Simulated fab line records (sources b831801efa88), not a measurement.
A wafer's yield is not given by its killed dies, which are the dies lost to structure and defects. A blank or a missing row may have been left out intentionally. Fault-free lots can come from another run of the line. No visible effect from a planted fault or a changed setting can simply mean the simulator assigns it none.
Problem report in the 8D (eight disciplines) form, filled by code || flow sky130 || the parts of the form that need people (team, actions taken, sign-off) are left out

## 1. WHAT IS WRONG
Wafers free of any fault read 2.59 nm (standard deviation 0.053) for SONOS_ONO_OXIDATION_THK at SKY_SONOS_ONO_THK_MEAS_01, against a mean of 2.18 nm on 6 wafers of 2 lots. Relative to the usual mean, that is a shift of -7.7 standard deviations.
The first sign was on wafer L789.1 at day 16 03:32, on filmMetro-01. The record holds 36 wafers of 12 lots with a number at this step. The rule behind "out" and "out of limits": a value lying over 4 standard deviations away from the usual mean. Any other wafer with a number is counted as sound.

## 2. WHAT IT IS, WHAT IT ISN'T
{"question": "which readings at this step", "is": "SONOS_ONO_OXIDATION_THK", "is not": "-"}
{"question": "which lots", "is": "L789, L791", "is not": "L778, L779, L781, L782, L784, L785, L786, L790, L797, L798"}
{"question": "which wafers of those lots", "is": "all that have a number", "is not": "-"}
{"question": "read on which gauges", "is": "filmMetro-01, filmMetro-04", "is not": "filmMetro-02"}
{"question": "when", "is": "from day 16 03:32", "is not": "up to then (21 sound wafers); but 9 sound wafers of L790, L797, L798 came after"}

## 3. SUSPECTS, AND WHAT RULES EACH OUT
Counting: a tool at a process step up to the reading stays a suspect if it ran every lot that is out and no sound lot after the first of them.
- ruled out: the gauge at SKY_SONOS_ONO_THK_MEAS_01. The wafers that are out were read on 2 gauges (filmMetro-01, filmMetro-04).
- furnace-02 at SKY_SONOS_ONO_OXIDATION_00 (stabilise 600 s, purge 300 s, target thk 2.6 nm): kept. It ran every lot that is out, first L789 (day 16 02:12), and no sound lot after that; its last sound lot up to then is L785 (day 15 00:47).
After counting, what remains is furnace-02 at SKY_SONOS_ONO_OXIDATION_00.

## 4. THE CAUSE (what the simulator had put in)
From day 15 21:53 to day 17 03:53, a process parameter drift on furnace-02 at SKY_SONOS_ONO_OXIDATION_00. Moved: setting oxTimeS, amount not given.
Only this tool survived the counting.

## 5. THE CHAIN OF EFFECTS, in route order
Rows list readings where the struck wafers' mean (over those with a number) sits beyond 3 standard deviations from the usual. Only readings whose record carries a usual standard deviation are examined. hours: median over the lots of the time between each lot's start at the first step of this table that gives one and its start at this step. sigmas: the change, counted in usual standard deviations.
{"hours": 0, "step": "SKY_SONOS_ONO_THK_MEAS_01", "reading": "SONOS_ONO_OXIDATION_THK", "usual": "2.59 nm", "on struck wafers": 2.18, "change": -0.41, "sigmas": -7.7}

## 6. WHAT WOULD HAVE CAUGHT IT SOONER
In this record the first reading out of limits at a measuring or inspecting step was taken at day 16 03:32, 6 hours after the fault began at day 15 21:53.
An alarm limit of 4 standard deviations would not have fired on the tool readings at SKY_SONOS_ONO_OXIDATION_00 for which the record gives a usual standard deviation, since none of them was out on any struck wafer.
L791, from the lots that are out (2), started SKY_SONOS_ONO_OXIDATION_00 on furnace-02 later than day 16 03:32. Putting the tool on hold at that point would have spared it.
